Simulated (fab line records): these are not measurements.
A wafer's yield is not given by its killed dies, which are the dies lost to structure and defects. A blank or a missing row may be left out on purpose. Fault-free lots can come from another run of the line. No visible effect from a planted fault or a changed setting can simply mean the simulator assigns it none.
Which tool was responsible? ; flow sky130 ; 13 lots, 39 wafers sampled, at 1 step of a route of 708

WHAT EACH GAUGE READ, for each wafer
SKY_LDD_HVN_TW_MEAS_10. Usual: for LDD_HVN_TW the level is 1445 and the standard deviation is 9.5.
lot;measured;on;LDD_HVN_TW;flag
L446;day 20 13:37;filmMetro-03;1458 1453 1454;
L447;day 20 21:50;filmMetro-04;1443 1444 1442;
L448;day 21 01:02;filmMetro-03;1454 1456 1446;
L449;day 21 18:53;filmMetro-02;1437 1428 1430;
L450;day 22 07:20;filmMetro-04;1441 1456 1451;
L453;day 23 07:02;filmMetro-03;1449 1444 1445;
L454;day 23 20:08;filmMetro-04;1453 1458 1442;
L456;day 24 13:27;filmMetro-03;1443 1445 1446;
L459;day 25 18:47;filmMetro-04;1443 1456 1443;
L465;day 27 08:32;filmMetro-02;1429 1426 1431;
L464;day 27 12:32;filmMetro-03;1437 1444 1435;
L466;day 27 12:50;filmMetro-02;1430 1433 1436;
L467;day 28 02:35;filmMetro-04;1457 1461 1458;

WHAT TOOL EACH LOT RAN ON (gives the tool, then ch and the chambers of the sampled wafers, and finally the start)
Record: no process step prior to these readings.

WHAT THE TOOLS THEMSELVES READ (means of the sampled wafers that have a number; where no wafer has one, the mark that the record gives instead)
The record holds no such reading with a usual standard deviation.

THE ANSWER, worked out from the rows above alone
Rule: a lot is off if the mean of its wafers that have a number lies more than 3 standard deviations from the usual mean. Also off: a lot with no number at a reading for which 4 or more lots have one. The other lots that the step has rows for count as sound. Order of review: gauges by route order, followed by the tools' own readings, for which a lot's mean as printed above is used. The first step at which some lot is off is used, and at that step the reading that is off furthest; a lot without a number counts as furthest.
No lot is off on any of the readings shown, so nothing can be concluded from this.

WHAT HAD BEEN PUT IN BY THE SIMULATOR
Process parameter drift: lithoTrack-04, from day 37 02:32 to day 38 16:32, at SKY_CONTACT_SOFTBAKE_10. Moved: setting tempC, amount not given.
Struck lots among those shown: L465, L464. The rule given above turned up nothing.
